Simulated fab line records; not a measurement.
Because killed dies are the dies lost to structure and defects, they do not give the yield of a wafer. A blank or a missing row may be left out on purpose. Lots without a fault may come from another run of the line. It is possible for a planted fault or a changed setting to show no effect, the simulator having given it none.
The tool behind it: which one? | flow gf180mcu | Sampling: 14 lots, 42 wafers, 3 of 602 route steps

== WHAT EACH GAUGE READ, for each wafer ==
GF_STI_CD_MEAS_12: target cd 220 nm. Usual: cdNm reads 220.4 nm (standard deviation 1.2).
lot  | measured    | on       | cdNm (nm)         | flag
L602 | day 2 15:40 | cdSem-01 | 220.8 220.5 220.2 | 
L603 | day 2 22:17 | cdSem-02 | 220.3 220.7 220.6 | 
L604 | day 2 23:59 | cdSem-01 | 219.9 220.4 219.6 | 
L606 | day 3 07:58 | cdSem-01 | 219.3 219.7 219.7 | 
L609 | day 4 02:15 | cdSem-01 | 219.9 220.6 219.5 | 
L610 | day 4 05:43 | cdSem-01 | 222.6 223.1 222.7 | 
L611 | day 4 09:32 | cdSem-01 | 220.7 220.4 220.7 | 
L612 | day 4 18:53 | cdSem-01 | 219.9 220.3 219.9 | 
L613 | day 5 00:46 | cdSem-01 | 220.0 220.1 220.7 | 
L614 | day 5 04:19 | cdSem-01 | 219.2 219.8 219.4 | 
L615 | day 5 06:33 | cdSem-01 | 220.8 219.2 220.0 | 
L616 | day 5 11:20 | cdSem-01 | 220.7 220.4 221.0 | 
L617 | day 5 17:14 | cdSem-01 | 219.2 219.4 219.5 | 
L619 | day 6 03:16 | cdSem-02 | 222.4 222.0 221.2 | 

GF_VT_IMPLANT_OVL_MEAS_18. Usual: for VT_IMPLANT_01_OVL the level is -0.4 nm and the standard deviation is 1.4.
lot  | measured     | on         | VT_IMPLANT_01_OVL (nm) | flag
L602 | day 7 00:02  | overlay-01 | -1.6 -0.3 0.2          | 
L603 | day 7 06:58  | overlay-02 | -0.6 -1.7 0.0          | 
L604 | day 7 11:13  | overlay-02 | 2.0 1.2 0.2            | 
L606 | day 7 19:50  | overlay-02 | -3.0 -1.2 -1.2         | 
L609 | day 8 22:14  | overlay-01 | -0.1 -1.8 0.3          | 
L610 | day 8 23:04  | overlay-02 | -1.6 1.9 0.8           | 
L611 | day 9 04:46  | overlay-02 | -1.2 0.4 -0.4          | 
L612 | day 9 12:52  | overlay-01 | -2.6 -2.3 0.0          | 
L613 | day 9 20:43  | overlay-01 | -1.9 1.3 -1.9          | 
L614 | day 10 02:11 | overlay-02 | 0.8 -0.6 1.3           | 
L615 | day 10 04:04 | overlay-02 | 1.2 0.3 0.2            | 
L616 | day 10 08:34 | overlay-02 | 0.8 -0.2 -0.8          | 
L617 | day 10 16:55 | overlay-01 | -2.4 -3.2 -1.7         | 
L619 | day 11 07:11 | overlay-01 | 0.2 1.0 0.9            | 

== EACH LOT AND THE TOOL THAT RAN IT (in order: tool; ch and the chambers of the sampled wafers; start) ==
lot  | GF_STI_WET_ETCH_26
L602 | wetBench-03 ch 0, day 2 19:03
L603 | wetBench-03 ch 3, day 3 00:50
L604 | wetBench-03 ch 2, day 3 03:13
L606 | wetBench-02 ch 3, day 3 12:22
L609 | wetBench-04 ch 1, day 4 08:35
L610 | wetBench-04 ch 3, day 4 08:35
L611 | wetBench-04 ch 3, day 4 14:00
L612 | wetBench-04 ch 0, day 4 21:14
L613 | wetBench-04 ch 3, day 5 04:07
L614 | wetBench-02 ch 2, day 5 07:08
L615 | wetBench-04 ch 2, day 5 09:20
L616 | wetBench-03 ch 2, day 5 13:55
L617 | wetBench-02 ch 0, day 5 19:37
L619 | wetBench-04 ch 2, day 6 05:36
- GF_STI_WET_ETCH_26: etches SiO2 in dHF, target depth 94 nm, time 188 s.

== WHAT THE TOOLS THEMSELVES READ (means of the sampled wafers that have a number; where no wafer has one, the mark that the record gives instead) ==
GF_STI_WET_ETCH_26. Usual: bathHeatDutyPct 5.8 %, standard deviation 0.68; runLengthS 216 s, standard deviation 3.2; tempC 25.03 C, standard deviation 0.098.
lot  | tool        | bathHeatDutyPct (%) | runLengthS (s) | tempC (C) | flag
L602 | wetBench-03 | 6.0                 | 213            | 25.03     | 
L603 | wetBench-03 | 6.1                 | 213            | 25.03     | 
L604 | wetBench-03 | 6.4                 | 212            | 25.00     | 
L606 | wetBench-02 | 5.5                 | 214            | 25.13     | 
L609 | wetBench-04 | 5.2                 | 214            | 25.03     | 
L610 | wetBench-04 | 5.8                 | 214            | 25.08     | 
L611 | wetBench-04 | 5.3                 | 214            | 24.85     | 
L612 | wetBench-04 | 5.9                 | 214            | 25.05     | 
L613 | wetBench-04 | 6.1                 | 215            | 25.07     | 
L614 | wetBench-02 | 4.8                 | 216            | 25.01     | 
L615 | wetBench-04 | 6.6                 | 159            | 25.09     | OFF
L616 | wetBench-03 | 6.4                 | 220            | 25.16     | 
L617 | wetBench-02 | 6.5                 | 214            | 25.00     | 
L619 | wetBench-04 | 5.7                 | 152            | 25.02     | OFF

== THE ANSWER, worked out from the rows above alone ==
Rule: take the mean of a lot's wafers that have a number; if it is more than 3 standard deviations from the usual mean, the lot is off. A lot without any number at a reading at which 4 lots or more have one is off too. Where the step has rows for the other lots, those lots are counted as sound. After the gauges, taken in route order, come the tools' own readings; for these a lot's mean is taken, as printed above. The first step at which some lot is off is used, and at that step the reading that is off furthest; a lot without a number counts as furthest.
Off: L615, L619 (GF_STI_WET_ETCH_26, runLengthS).
If a tool, at that step or one of the process steps before it, ran each lot that is off and ran no sound lot following the first of them, it fits. One fits: wetBench-04 at GF_STI_WET_ETCH_26. A fault onset in the window from L613 (day 5 04:07, its last sound lot) to L615 (day 5 09:20, its first lot off) fits.
On the lots that are off, the tool's own readings at GF_STI_WET_ETCH_26 differ by more than 5 times the standard deviation of the sound lots' means, which bears it out; runLengthS reads 156 s there versus 214 s on the sound lots.

== WHAT THE SIMULATOR HAD PUT IN ==
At GF_STI_WET_ETCH_26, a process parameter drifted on wetBench-04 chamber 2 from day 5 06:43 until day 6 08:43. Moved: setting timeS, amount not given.
Lots struck among those shown: L615, L619. Same finding as the rule above.
